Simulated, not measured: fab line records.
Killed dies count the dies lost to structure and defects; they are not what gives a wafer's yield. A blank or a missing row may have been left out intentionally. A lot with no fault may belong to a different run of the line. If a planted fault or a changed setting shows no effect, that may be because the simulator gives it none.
fab line records	flow gf180mcu
record: lots: 5	wafers: 15	last-day: 34
route steps=602 shown TOP_METAL@568 PASSIVATION@587
lots with no fault: from the same line, run without faults
start-h: hours from the record's first day to the start of the lot's first wafer shown	wait-h: hours since the lot's step before	" as in the row above	L1.1+2: a single row standing in for several wafers	- either no value or no given start	* or withheld: withheld	< > ~ a bound
route shown NAME@n: a module of which the file shows steps, and the number in the route of the first	usual: mean and standard deviation over wafers with no fault	same: alike in all rows	chamber/n: place in a boat	sites: the reading at each site	_std_site: standard deviation across them	_edge_site: the outer-site mean with the inner-site mean subtracted	radius-mm: for every site, how far away it sits from the centre of the wafer	mask NAME#n: copy n	behind: the most recent tool/chamber to have shaped the wafer	hold: the reason the lot was held/the length of the hold in hours/how it ended	device: which transistor (n, p or np) failed to switch	end of line: at the end of the route, the tests of the same wafers	a step given without rows: its recipe and nothing more	killed: count of dies lost to structure and defects at first sort (not the wafer's yield)	map: the dies of a wafer, with x for killed, . for not killed, _ for no die there
set.NAME: the setting as run; set.NAME@STEP: as run at that earlier step	model.NAME: the simulator's own value behind a step, which no gauge read
lots at selected steps of the route; one table per step, one row per wafer
services: from which hour (start-h, from the record's first day; less than 0 if before it) a tool's chamber was out of use, for how many hours, and why
== steps ==
step: GF_TOP_METAL_SPUTTER_01
recipe: material: TiN	target-thk-nm: 30	power-w: 6500	time-s: 25	chamber-pressure-pa: 0.4
usual: throttle-valve-pct: 29.5/0.98
lot.wafer	tool	chamber	start-h	wait-h	throttle-valve-pct
L074.3	pvd-sputter-02	-	631.75	0.1	29.3
L074.4	"	-	"	"	28.3
L074.5	"	-	"	"	29.9
L085.3	pvd-sputter-03	-	712.31	0.1	29.2
L085.5	"	-	"	"	30.5
L085.6	"	-	"	"	30.7
L092.1	pvd-sputter-02	-	758.80	0.1	29.5
L092.2	"	-	"	"	28.7
L092.6	"	-	"	"	29.7
L094.3	pvd-sputter-03	-	770.99	0.1	29.4
L094.5	"	-	"	"	30.7
L094.6	"	-	"	"	27.5
L095.2	pvd-sputter-04	-	771.88	0.1	31.2
L095.4	"	-	"	"	29.3
L095.6	"	-	"	"	28.6
step: GF_TOP_METAL_SPUTTER_02
recipe: material: AlCu	target-thk-nm: 900	power-w: 10600	chamber-pressure-pa: 0.3	substrate-temp-c: 250	gas: Ar	time-s: 47.82
usual: throttle-valve-pct: 29.5/0.96
lot.wafer	tool	chamber	start-h	wait-h	throttle-valve-pct
L074.3	pvd-sputter-02	-	631.78	0.0	29.5
L074.4	"	-	"	"	28.5
L074.5	"	-	"	"	30.0
L085.3	pvd-sputter-03	-	712.34	0.0	29.3
L085.5	"	-	"	"	30.5
L085.6	"	-	"	"	30.7
L092.1	pvd-sputter-02	-	758.83	0.0	29.5
L092.2	"	-	"	"	28.6
L092.6	"	-	"	"	29.3
L094.3	pvd-sputter-03	-	771.02	0.0	29.2
L094.5	"	-	"	"	30.4
L094.6	"	-	"	"	27.5
L095.2	pvd-sputter-04	-	771.91	0.0	31.3
L095.4	"	-	"	"	29.4
L095.6	"	-	"	"	28.6
step: GF_TOP_METAL_SPUTTER_03
recipe: material: Ti	target-thk-nm: 5	substrate-temp-c: 300	chamber-pressure-pa: 0.3	power-w: 3000	time-s: 3.3
usual: throttle-valve-pct: 29.6/0.99
lot.wafer	tool	chamber	start-h	wait-h	throttle-valve-pct
L074.3	pvd-sputter-02	-	631.83	0.0	29.4
L074.4	"	-	"	"	28.7
L074.5	"	-	"	"	30.2
L085.3	pvd-sputter-03	-	712.39	0.0	29.4
L085.5	"	-	"	"	30.5
L085.6	"	-	"	"	30.9
L092.1	pvd-sputter-02	-	758.87	0.0	29.4
L092.2	"	-	"	"	28.4
L092.6	"	-	"	"	29.6
L094.3	pvd-sputter-03	-	771.06	0.0	29.1
L094.5	"	-	"	"	30.7
L094.6	"	-	"	"	27.5
L095.2	pvd-sputter-04	-	771.95	0.0	31.0
L095.4	"	-	"	"	29.4
L095.6	"	-	"	"	28.5
step: GF_TOP_METAL_SPUTTER_04
recipe: material: TiN	target-thk-nm: 25	power-w: 6500	time-s: 20.8	chamber-pressure-pa: 0.4
usual: throttle-valve-pct: 29.6/1
lot.wafer	tool	chamber	start-h	wait-h	throttle-valve-pct
L074.3	pvd-sputter-02	-	631.84	0.0	29.3
L074.4	"	-	"	"	28.5
L074.5	"	-	"	"	30.1
L085.3	pvd-sputter-03	-	712.41	0.0	29.2
L085.5	"	-	"	"	30.6
L085.6	"	-	"	"	30.9
L092.1	pvd-sputter-02	-	758.89	0.0	29.3
L092.2	"	-	"	"	28.7
L092.6	"	-	"	"	29.3
L094.3	pvd-sputter-03	-	771.08	0.0	29.1
L094.5	"	-	"	"	30.7
L094.6	"	-	"	"	27.6
L095.2	pvd-sputter-04	-	771.97	0.0	31.1
L095.4	"	-	"	"	29.6
L095.6	"	-	"	"	28.9
step: GF_TOP_METAL_RS_MEAS_05
recipe: thk-meas-gauge: four-point-probe	reads: TiN_of_TOP_METAL_SPUTTER_04+Ti_of_TOP_METAL_SPUTTER_03+AlCu_of_TOP_METAL_SPUTTER_02+TiN_of_TOP_METAL_SPUTTER_01+Ti_of_TOP_METAL_SPUTTER_00
usual: TOP_METAL_ALCU_RS: 0.0326/0.00036
lot.wafer	tool	chamber	start-h	wait-h	TOP_METAL_ALCU_RS[ohm/sq]
L074.3	film-metro-01	-	631.91	0.1	0.0322
L074.4	"	-	"	"	0.0326
L074.5	"	-	"	"	0.0326
L085.3	film-metro-03	-	712.47	0.1	0.0327
L085.5	"	-	"	"	0.0333
L085.6	"	-	"	"	0.0330
L092.1	film-metro-03	-	758.92	0.0	0.0329
L092.2	"	-	"	"	0.0330
L092.6	"	-	"	"	0.0327
L094.3	film-metro-01	-	771.15	0.1	0.0324
L094.5	"	-	"	"	0.0322
L094.6	"	-	"	"	0.0321
L095.2	film-metro-02	-	772.02	0.0	0.0326
L095.4	"	-	"	"	0.0325
L095.6	"	-	"	"	0.0320
step: GF_TOP_METAL_THK_MEAS_06
recipe: thk-meas-gauge: xrf	reads: AlCu_of_TOP_METAL_SPUTTER_02
usual: TOP_METAL_ALCU_THK: 891/9.4
lot.wafer	tool	chamber	start-h	wait-h	TOP_METAL_ALCU_THK[nm]
L074.3	film-metro-01	-	632.01	0.1	894
L074.4	"	-	"	"	886
L074.5	"	-	"	"	888
L085.3	film-metro-03	-	712.57	0.1	892
L085.5	"	-	"	"	878
L085.6	"	-	"	"	882
L092.1	film-metro-03	-	759.04	0.1	891
L092.2	"	-	"	"	887
L092.6	"	-	"	"	890
L094.3	film-metro-01	-	771.25	0.1	891
L094.5	"	-	"	"	892
L094.6	"	-	"	"	906
L095.2	film-metro-02	-	772.13	0.1	891
L095.4	"	-	"	"	891
L095.6	"	-	"	"	908
step: GF_TOP_METAL_DEHYDRATE_07
recipe: temp-c: 200	time-s: 60
lot.wafer	tool	chamber	start-h	wait-h
L074.3+4+5	litho-track-01	0	641.16	9.1
L085.3+5+6	litho-track-01	0	720.76	8.2
L092.1+2+6	litho-track-01	0	766.76	7.7
L094.3+5+6	litho-track-03	0	778.45	7.2
L095.2+4+6	litho-track-01	0	779.19	7.0
step: GF_TOP_METAL_HMDS_08
recipe: prime-time-s: 60	prime-temp-c: 120
lot.wafer	tool	chamber	start-h	wait-h
L074.3+4+5	litho-track-01	0	641.31	0.1
L085.3+5+6	litho-track-01	0	720.91	0.1
L092.1+2+6	litho-track-01	0	766.91	0.1
L094.3+5+6	litho-track-03	0	778.60	0.1
L095.2+4+6	litho-track-01	0	779.34	0.1
step: GF_TOP_METAL_COAT_09
recipe: resist: NOVOLAK	spin-rpm: 3000	resist-thk-nm: 1500
usual: dispense-pressure-kPa: 46.5/2.8
lot.wafer	tool	chamber	start-h	wait-h	dispense-pressure-kPa
L074.3	litho-track-01	0	641.46	0.1	44.8
L074.4	"	0	"	"	44.8
L074.5	"	0	"	"	44.8
L085.3	litho-track-01	0	721.06	0.1	44.9
L085.5	"	0	"	"	44.8
L085.6	"	0	"	"	44.8
L092.1	litho-track-01	0	767.06	0.1	44.8
L092.2	"	0	"	"	44.8
L092.6	"	0	"	"	44.9
L094.3	litho-track-03	0	778.75	0.1	45.4
L094.5	"	0	"	"	45.4
L094.6	"	0	"	"	45.4
L095.2	litho-track-01	0	779.49	0.1	44.8
L095.4	"	0	"	"	44.9
L095.6	"	0	"	"	44.8
step: GF_TOP_METAL_SOFTBAKE_10
recipe: temp-c: 90	time-s: 60	resist: NOVOLAK
lot.wafer	tool	chamber	start-h	wait-h
L074.3+4+5	litho-track-01	0	641.61	0.1
L085.3+5+6	litho-track-01	0	721.21	0.1
L092.1+2+6	litho-track-01	0	767.21	0.1
L094.3+5+6	litho-track-03	0	778.90	0.1
L095.2+4+6	litho-track-01	0	779.64	0.1
step: GF_TOP_METAL_EXPOSE_11
recipe: mask-id: MetalTop	target-cd-nm: 440	na: 0.6	source-shape: conventional	sigma-outer: 0.6	dose-mj: 170
lot.wafer	tool	chamber	start-h	wait-h	mask
L074.3+4+5	iline-stepper-01	0	-	-	MetalTop#0
L085.3+5+6	iline-stepper-02	0	-	-	MetalTop#0
L092.1+2+6	iline-stepper-02	0	-	-	MetalTop#0
L094.3+5+6	iline-stepper-02	0	-	-	MetalTop#0
L095.2+4+6	iline-stepper-01	0	-	-	MetalTop#0
step: GF_TOP_METAL_PEB_12
recipe: temp-c: withheld	time-s: *	resist: NOVOLAK
lot.wafer	tool	chamber	start-h	wait-h
L074.3+4+5	litho-track-01	0	-	-
L085.3+5+6	litho-track-02	0	-	-
L092.1+2+6	litho-track-03	0	-	-
L094.3+5+6	litho-track-02	0	-	-
L095.2+4+6	litho-track-01	0	-	-
step: GF_TOP_METAL_DEVELOP_13
recipe: develop-time-s: 60	dev-temp-c: 23
lot.wafer	tool	chamber	start-h	wait-h
L074.3+4+5	litho-track-01	0	650.76	0.1
L085.3+5+6	litho-track-02	0	729.35	0.1
L092.1+2+6	litho-track-03	0	774.80	0.1
L094.3+5+6	litho-track-02	0	786.45	0.1
L095.2+4+6	litho-track-01	0	787.29	0.1
step: GF_TOP_METAL_CD_MEAS_14
recipe: target-cd-nm: 440
usual: cd-nm: 439.4/2.2
lot.wafer	tool	chamber	start-h	wait-h	cd-nm
L074.3	cd-sem-02	-	650.90	0.1	436.2
L074.4	"	-	"	"	437.3
L074.5	"	-	"	"	435.4
L085.3	cd-sem-02	-	729.49	0.1	439.9
L085.5	"	-	"	"	438.8
L085.6	"	-	"	"	441.1
L092.1	cd-sem-02	-	774.95	0.1	437.9
L092.2	"	-	"	"	436.7
L092.6	"	-	"	"	436.9
L094.3	cd-sem-01	-	786.59	0.1	441.7
L094.5	"	-	"	"	442.9
L094.6	"	-	"	"	443.4
L095.2	cd-sem-02	-	787.43	0.1	437.8
L095.4	"	-	"	"	440.7
L095.6	"	-	"	"	439.5
step: GF_TOP_METAL_OVL_MEAS_15
usual: TOP_METAL_OVL: 0.5/1.6
lot.wafer	tool	chamber	start-h	wait-h	TOP_METAL_OVL[nm]
L074.3	overlay-02	-	650.99	0.1	-1.0
L074.4	"	-	"	"	-0.7
L074.5	"	-	"	"	0.2
L085.3	overlay-02	-	729.58	0.1	0.4
L085.5	"	-	"	"	-0.3
L085.6	"	-	"	"	0.8
L092.1	overlay-01	-	775.07	0.1	-1.4
L092.2	"	-	"	"	1.0
L092.6	"	-	"	"	0.1
L094.3	overlay-01	-	786.68	0.1	-2.8
L094.5	"	-	"	"	-1.0
L094.6	"	-	"	"	-0.3
L095.2	overlay-02	-	787.54	0.1	-0.4
L095.4	"	-	"	"	-1.4
L095.6	"	-	"	"	0.5
step: GF_TOP_METAL_METAL_ETCH_16
recipe: chemistry: Cl2/BCl3	mask-material: NOVOLAK	target-depth-nm: 1197	stop-on: SiO2	pressure-mtorr: 8	icp-w: 800	bias-w: 140	Cl2_flow_sccm: 80	bcl3-flow-sccm: 40	time-s: 199.5
usual: bias-w: 140.0/0.39	chamber-pressure-mTorr: 8.001/0.0075	drypump-motor-current-A: 5.5/0.32	oes-product-au: 0.989/0.0075	throttle-valve-pct: 28.230/0.011
lot.wafer	tool	chamber	start-h	wait-h	bias-w	chamber-pressure-mTorr	drypump-motor-current-A	oes-product-au	rf-hours-counter-h	throttle-valve-pct
L074.3	rie-metal-02	0	651.08	0.1	140.7	8.010	5.7	0.972	-	28.244
L074.4	"	1	"	"	140.3	7.997	5.9	0.991	-	28.236
L074.5	"	0	"	"	140.5	8.000	5.7	0.981	-	28.232
L085.3	rie-metal-04	1	729.67	0.1	140.4	8.015	5.0	1.000	-	28.213
L085.5	"	1	"	"	140.6	7.995	5.0	0.991	-	28.223
L085.6	"	0	"	"	139.9	8.009	5.3	0.993	-	28.242
L092.1	rie-metal-04	1	775.11	0.0	140.5	8.005	5.0	0.991	10	28.219
L092.2	"	0	"	"	140.3	8.011	5.3	0.994	4	28.226
L092.6	"	1	"	"	140.6	8.003	5.0	0.993	-	28.232
L094.3	rie-metal-04	1	786.83	0.1	139.4	8.010	5.0	0.997	-	28.217
L094.5	"	1	"	"	139.8	8.005	5.0	0.995	-	28.228
L094.6	"	1	"	"	139.5	7.998	5.0	0.991	-	28.222
L095.2	rie-metal-02	1	787.57	0.0	139.7	7.995	5.8	0.987	7	28.231
L095.4	"	0	"	"	140.6	8.003	5.7	0.991	-	28.207
L095.6	"	0	"	"	140.2	7.992	5.7	0.989	-	28.230
step: GF_TOP_METAL_STRIP_17
recipe: chemistry: O2/N2	power-w: 1400	pressure-mtorr: 1500	platen-temp-c: 250	o2-flow-sccm: 3000	n2-flow-sccm: 300	overash-fraction: 0.5
usual: chamber-pressure-mTorr: 1500.0/1.3	drypump-motor-current-A: 5.91/0.24	heater-power-w: 302/16	oes-product-au: 0.710/0.0044	strip-time-to-endpoint-s: 12.91/0.11
same: overash-fraction: 0.5
lot.wafer	tool	chamber	start-h	wait-h	chamber-pressure-mTorr	drypump-motor-current-A	heater-power-w	oes-product-au	rf-hours-counter-h	strip-time-to-endpoint-s
L074.3	plasma-asher-01	1	651.24	0.1	1499.9	6.11	305	0.708	-	13.13
L074.4	"	0	"	"	1500.8	5.71	318	0.706	-	12.88
L074.5	"	1	"	"	1499.0	6.09	318	0.710	-	13.06
L085.3	plasma-asher-02	1	729.83	0.1	1499.6	5.71	307	0.704	-	12.79
L085.5	"	0	"	"	1500.7	6.43	329	0.715	-	12.86
L085.6	"	1	"	"	1499.4	5.70	312	0.706	-	12.93
L092.1	plasma-asher-02	0	775.30	0.1	1500.6	6.50	345	0.703	100	12.87
L092.2	"	1	"	"	1498.4	5.73	313	0.710	100	12.89
L092.6	"	0	"	"	1499.0	6.49	318	0.703	-	12.94
L094.3	plasma-asher-03	0	787.12	0.2	1500.6	5.79	279	0.713	-	12.78
L094.5	"	1	"	"	1500.7	5.87	301	0.709	-	12.81
L094.6	"	0	"	"	1500.7	5.72	283	0.711	-	12.81
L095.2	plasma-asher-01	0	787.76	0.1	1499.9	5.67	306	0.710	5	12.95
L095.4	"	1	"	"	1500.7	6.12	295	0.709	-	13.06
L095.6	"	0	"	"	1498.0	5.71	299	0.702	-	13.00
step: GF_TOP_METAL_STRIP_18
recipe: chemistry: post-etch-residue-remover	time-s: 1200	temp-c: 72.5
lot.wafer	tool	chamber	start-h	wait-h
L074.3+4+5	wet-bench-02	3	651.40	0.1
L085.3+5+6	wet-bench-04	0	729.89	0.0
L092.1+2+6	wet-bench-01	2	775.40	0.1
L094.3+5+6	wet-bench-02	2	787.18	0.0
L095.2+4+6	wet-bench-04	0	787.86	0.1
step: GF_TOP_METAL_CLEAN_19
recipe: chemistry: DIW	dry: n2-spin
lot.wafer	tool	chamber	start-h	wait-h
L074.3+4+5	wet-bench-04	2	651.74	0.0
L085.3+5+6	wet-bench-04	3	730.23	0.0
L092.1+2+6	wet-bench-04	1	776.08	0.0
L094.3+5+6	wet-bench-04	2	787.53	0.0
L095.2+4+6	wet-bench-02	2	788.20	0.0
step: GF_PASSIVATION_CVD_00
recipe: material: SiO2	target-thk-nm: 1000	precursor: TEOS	temp-c: 400	time-s: 111.95	rf-w: 600
usual: heater-power-w: 626/130
lot.wafer	tool	chamber	start-h	wait-h	heater-power-w
L074.3	pecvd-02	2	651.84	0.0	831
L074.4	"	0	"	"	787
L074.5	"	1	"	"	513
L085.3	pecvd-03	0	730.33	0.0	485
L085.5	"	1	"	"	577
L085.6	"	0	"	"	493
L092.1	pecvd-03	0	776.17	0.0	473
L092.2	"	1	"	"	546
L092.6	"	1	"	"	564
L094.3	pecvd-03	1	787.66	0.0	587
L094.5	"	1	"	"	481
L094.6	"	0	"	"	452
L095.2	pecvd-01	0	788.29	0.0	721
L095.4	"	0	"	"	769
L095.6	"	2	"	"	935
step: GF_PASSIVATION_THK_MEAS_01
recipe: reads: SiO2_of_PASSIVATION_CVD_00
usual: PASSIVATION_CVD_00_THK: 1004/13
lot.wafer	tool	chamber	start-h	wait-h	PASSIVATION_CVD_00_THK[nm]
L074.3	film-metro-01	-	651.94	0.1	999
L074.4	"	-	"	"	1009
L074.5	"	-	"	"	1033
L085.3	film-metro-01	-	730.43	0.1	995
L085.5	"	-	"	"	1014
L085.6	"	-	"	"	1018
L092.1	film-metro-04	-	776.25	0.0	1003
L092.2	"	-	"	"	1006
L092.6	"	-	"	"	1007
L094.3	film-metro-02	-	787.76	0.1	1005
L094.5	"	-	"	"	1004
L094.6	"	-	"	"	1009
L095.2	film-metro-01	-	788.38	0.0	1000
L095.4	"	-	"	"	1016
L095.6	"	-	"	"	1010
step: GF_PASSIVATION_CVD_02
recipe: material: Si3N4	target-thk-nm: 700	time-s: 486.18	temp-c: 400	rf-w: 450
usual: heater-power-w: 727/130
lot.wafer	tool	chamber	start-h	wait-h	heater-power-w
L074.3	pecvd-01	2	651.98	0.0	901
L074.4	"	2	"	"	945
L074.5	"	1	"	"	701
L085.3	pecvd-02	2	730.47	0.0	884
L085.5	"	2	"	"	886
L085.6	"	0	"	"	836
L092.1	pecvd-01	1	776.31	0.1	709
L092.2	"	2	"	"	929
L092.6	"	1	"	"	724
L094.3	pecvd-02	0	787.80	0.0	820
L094.5	"	0	"	"	812
L094.6	"	2	"	"	940
L095.2	pecvd-03	1	788.43	0.0	574
L095.4	"	0	"	"	551
L095.6	"	0	"	"	569
step: GF_PASSIVATION_THK_MEAS_03
recipe: reads: Si3N4_of_PASSIVATION_CVD_02
usual: PASSIVATION_CVD_02_THK: 702/8.8
lot.wafer	tool	chamber	start-h	wait-h	PASSIVATION_CVD_02_THK[nm]
L074.3	film-metro-04	-	652.28	0.2	693
L074.4	"	-	"	"	698
L074.5	"	-	"	"	710
L085.3	film-metro-01	-	730.78	0.2	702
L085.5	"	-	"	"	705
L085.6	"	-	"	"	718
L092.1	film-metro-01	-	776.60	0.1	696
L092.2	"	-	"	"	702
L092.6	"	-	"	"	709
L094.3	film-metro-01	-	788.10	0.2	707
L094.5	"	-	"	"	726
L094.6	"	-	"	"	719
L095.2	film-metro-04	-	788.87	0.3	679
L095.4	"	-	"	"	695
L095.6	"	-	"	"	699
step: GF_PASSIVATION_DEHYDRATE_04
recipe: temp-c: 200	time-s: 60
lot.wafer	tool	chamber	start-h	wait-h
L074.3+4+5	litho-track-03	0	661.10	8.8
L085.3+5+6	litho-track-04	0	738.72	7.9
L092.1+2+6	litho-track-04	0	782.91	6.3
L094.3+5+6	litho-track-01	0	794.96	6.8
L095.2+4+6	litho-track-04	0	795.79	6.9
step: GF_PASSIVATION_HMDS_05
recipe: prime-time-s: 60	prime-temp-c: 120
lot.wafer	tool	chamber	start-h	wait-h
L074.3+4+5	litho-track-03	0	661.25	0.1
L085.3+5+6	litho-track-04	0	738.87	0.1
L092.1+2+6	litho-track-04	0	783.06	0.1
L094.3+5+6	litho-track-01	0	795.11	0.1
L095.2+4+6	litho-track-04	0	795.94	0.1
step: GF_PASSIVATION_COAT_06
recipe: spin-rpm: 2000	resist-thk-nm: 4000
usual: dispense-pressure-kPa: 46.2/1.9
lot.wafer	tool	chamber	start-h	wait-h	dispense-pressure-kPa
L074.3	litho-track-03	0	661.40	0.1	45.4
L074.4	"	0	"	"	45.4
L074.5	"	0	"	"	45.3
L085.3	litho-track-04	0	739.02	0.1	49.9
L085.5	"	0	"	"	49.9
L085.6	"	0	"	"	49.9
L092.1	litho-track-04	0	783.21	0.1	49.9
L092.2	"	0	"	"	49.8
L092.6	"	0	"	"	49.8
L094.3	litho-track-01	0	795.26	0.1	44.9
L094.5	"	0	"	"	44.9
L094.6	"	0	"	"	44.9
L095.2	litho-track-04	0	796.09	0.1	49.8
L095.4	"	0	"	"	49.9
L095.6	"	0	"	"	49.9
step: GF_PASSIVATION_SOFTBAKE_07
recipe: temp-c: 110	time-s: withheld
lot.wafer	tool	chamber	start-h	wait-h
L074.3+4+5	litho-track-03	0	661.57	0.1
L085.3+5+6	litho-track-04	0	739.18	0.1
L092.1+2+6	litho-track-04	0	783.36	0.1
L094.3+5+6	litho-track-01	0	795.43	0.1
L095.2+4+6	litho-track-04	0	796.25	0.1
step: GF_PASSIVATION_EXPOSE_08
recipe: mask-id: Pad	target-cd-nm: 40000	na: 0.57	dose-mj: 310
lot.wafer	tool	chamber	start-h	wait-h	mask
L074.3+4+5	iline-stepper-02	0	-	-	Pad#0
L085.3+5+6	iline-stepper-01	0	-	-	Pad#0
L092.1+2+6	iline-stepper-02	0	-	-	Pad#0
L094.3+5+6	iline-stepper-02	0	-	-	Pad#0
L095.2+4+6	iline-stepper-01	0	-	-	Pad#0
step: GF_PASSIVATION_PEB_09
recipe: temp-c: 115	time-s: withheld
lot.wafer	tool	chamber	start-h	wait-h
L074.3+4+5	litho-track-03	0	-	-
L085.3+5+6	litho-track-03	0	-	-
L092.1+2+6	litho-track-01	0	-	-
L094.3+5+6	litho-track-01	0	-	-
L095.2+4+6	litho-track-01	0	-	-
step: GF_PASSIVATION_DEVELOP_10
recipe: develop-time-s: 60	dev-temp-c: 23
lot.wafer	tool	chamber	start-h	wait-h
L074.3+4+5	litho-track-03	0	-	-
L085.3+5+6	litho-track-03	0	-	-
L092.1+2+6	litho-track-01	0	-	-
L094.3+5+6	litho-track-01	0	-	-
L095.2+4+6	litho-track-01	0	-	-
step: GF_PASSIVATION_ETCH_11
recipe: chemistry: CF4/O2	target-depth-nm: 2040	stop-on: TiN	source-w: 800	bias-w: 150	pressure-mtorr: 150	cf4-flow-sccm: 80	O2_flow_sccm: 10	time-s: 453.3
usual: bias-w: 150.0/0.49	chamber-pressure-mTorr: 149.99/0.13	drypump-motor-current-A: 5.5/0.52	oes-product-au: 0.991/0.0055	throttle-valve-pct: 5.967/0.0095
lot.wafer	tool	chamber	start-h	wait-h	bias-w	chamber-pressure-mTorr	drypump-motor-current-A	oes-product-au	rf-hours-counter-h	throttle-valve-pct
L074.3	rie-diel-03	3	671.25	-	150.2	149.79	5.1	1.002	8	5.969
L074.4	"	3	"	"	149.8	149.89	5.1	0.994	-	5.973
L074.5	"	0	"	"	149.1	149.78	5.2	0.989	-	5.965
L085.3	rie-diel-02	1	747.45	-	149.5	149.95	5.9	0.998	3	5.957
L085.5	"	3	"	"	150.6	150.14	5.8	0.993	-	5.968
L085.6	"	1	"	"	150.0	149.98	5.9	0.997	-	5.976
L092.1	rie-diel-04	2	791.11	-	149.8	150.22	6.5	0.991	18	5.965
L092.2	"	0	"	"	150.0	149.97	5.7	0.996	18	5.968
L092.6	"	2	"	"	149.9	149.85	6.5	0.986	-	5.975
L094.3	rie-diel-02	3	803.06	-	149.3	150.15	5.9	0.993	17	5.985
L094.5	"	1	"	"	149.7	150.08	5.9	1.001	-	5.973
L094.6	"	0	"	"	150.3	150.00	4.8	1.000	-	5.976
L095.2	rie-diel-03	3	804.01	-	150.4	149.98	5.1	0.995	15	5.965
L095.4	"	0	"	"	149.2	149.88	5.2	0.989	19	5.982
L095.6	"	1	"	"	149.9	150.06	6.2	0.995	-	5.955
step: GF_PASSIVATION_STRIP_12
recipe: chemistry: O2/N2	power-w: 1400	pressure-mtorr: 1500	platen-temp-c: 250	o2-flow-sccm: 3000	n2-flow-sccm: 300	overash-fraction: 0.5
usual: chamber-pressure-mTorr: 1500.1/1.5	drypump-motor-current-A: 5.9/0.31	heater-power-w: 309/26	oes-product-au: 0.719/0.0049	strip-time-to-endpoint-s: 32.81/0.24
same: overash-fraction: 0.5
lot.wafer	tool	chamber	start-h	wait-h	chamber-pressure-mTorr	drypump-motor-current-A	heater-power-w	oes-product-au	rf-hours-counter-h	strip-time-to-endpoint-s
L074.3	plasma-asher-04	0	671.55	0.2	1500.8	6.1	345	0.729	-	32.28
L074.4	"	1	"	"	1499.7	5.5	275	0.725	-	32.50
L074.5	"	0	"	"	1499.5	6.1	346	0.711	-	32.55
L085.3	plasma-asher-04	1	747.75	0.2	1501.9	5.5	283	0.721	-	32.60
L085.5	"	1	"	"	1498.5	5.5	295	0.716	-	32.61
L085.6	"	0	"	"	1501.3	6.1	340	0.724	-	32.42
L092.1	plasma-asher-04	1	791.38	0.1	1500.2	5.5	284	0.724	39	33.08
L092.2	"	0	"	"	1499.7	6.1	351	0.716	39	32.88
L092.6	"	1	"	"	1502.9	5.5	285	0.726	-	33.33
L094.3	plasma-asher-03	0	803.36	0.2	1497.8	5.8	280	0.729	-	32.59
L094.5	"	1	"	"	1500.9	5.9	292	0.717	-	32.62
L094.6	"	0	"	"	1499.3	5.8	281	0.716	-	32.85
L095.2	plasma-asher-04	1	804.28	0.1	1502.0	5.5	289	0.724	40	32.56
L095.4	"	1	"	"	1500.8	5.5	283	0.718	-	32.59
L095.6	"	0	"	"	1498.9	6.1	335	0.721	-	32.30
step: GF_PASSIVATION_ANNEAL_13
recipe: temp-c: 400	time-s: 1800	ambient: N2/H2	idle-temp-c: 300	ramp-up-c-per-min: 10	ramp-down-c-per-min: 3
usual: ramp-down-c-per-min: 3.0000/0.00054	spike-tc-bottom-C: 421.4/1.6	tube_center_temp_C_max: 401.02/0.16
lot.wafer	tool	chamber	start-h	wait-h	ramp-down-c-per-min	spike-tc-bottom-C	tube_center_temp_C_max
L074.3	furnace-02	0	671.62	0.0	2.9996	420.8	400.82
L074.4	"	0	"	"	2.9992	420.1	401.13
L074.5	"	0	"	"	2.9988	420.6	401.41
L085.3	furnace-01	0	748.68	0.9	3.0002	423.2	400.93
L085.5	"	0	"	"	3.0004	422.8	400.96
L085.6	"	0	"	"	3.0005	420.8	400.91
L092.1	furnace-01	0	791.48	0.1	2.9996	423.3	400.95
L092.2	"	0	"	"	3.0002	424.1	400.95
L092.6	"	0	"	"	2.9989	422.0	400.86
L094.3	furnace-02	0	803.43	0.0	2.9997	419.4	401.17
L094.5	"	0	"	"	3.0005	419.7	400.92
L094.6	"	0	"	"	3.0005	419.9	401.13
L095.2	furnace-02	0	804.93	0.6	3.0001	420.1	400.88
L095.4	"	0	"	"	2.9999	420.4	401.29
L095.6	"	0	"	"	2.9998	420.1	401.19
step: GF_PASSIVATION_BOW_MEAS_14
recipe: mode: bow
usual: PASSIVATION_BOW: 136/9.9
lot.wafer	tool	chamber	start-h	wait-h	PASSIVATION_BOW[um]
L074.3	film-metro-01	-	673.16	0.0	142
L074.4	"	-	"	"	147
L074.5	"	-	"	"	140
L085.3	film-metro-04	-	750.22	0.0	133
L085.5	"	-	"	"	125
L085.6	"	-	"	"	131
L092.1	film-metro-02	-	793.06	0.1	140
L092.2	"	-	"	"	138
L092.6	"	-	"	"	140
L094.3	film-metro-04	-	804.97	0.0	148
L094.5	"	-	"	"	152
L094.6	"	-	"	"	151
L095.2	film-metro-04	-	806.45	0.0	145
L095.4	"	-	"	"	134
L095.6	"	-	"	"	126
== services ==
tool	chamber	start-h	hours	kind
furnace-02	-	608.71	4.6	pm
pvd-sputter-03	-	617.91	3.2	repair
rie-metal-02	-	626.32	2.8	pm
pvd-sputter-02	-	627.58	1.6	repair
iline-stepper-02	-	631.12	3.8	repair
plasma-asher-02	-	636.88	2.8	pm
furnace-02	-	664.46	3.1	pm
plasma-asher-02	-	665.79	4.1	repair
pecvd-03	0	671.42	7.3	repair
wet-bench-04	-	682.98	3.7	repair
rie-metal-04	-	685.77	1.4	pm
rie-diel-03	1	710.50	29.3	repair
pecvd-01	0	727.96	16.3	repair
iline-stepper-02	-	741.51	2.5	repair
furnace-02	-	743.12	7.0	pm
pvd-sputter-04	-	744.64	2.2	repair
iline-stepper-01	-	763.97	1.7	pm
pvd-sputter-02	-	769.42	4.8	repair
pecvd-03	-	770.17	6.0	pm
rie-metal-04	0	776.36	20.0	repair
pecvd-03	-	778.21	2.8	pm
pecvd-03	2	781.83	14.2	repair
iline-stepper-02	-	791.34	1.7	pm
pvd-sputter-03	-	797.96	2.3	repair
== key ==
fault none
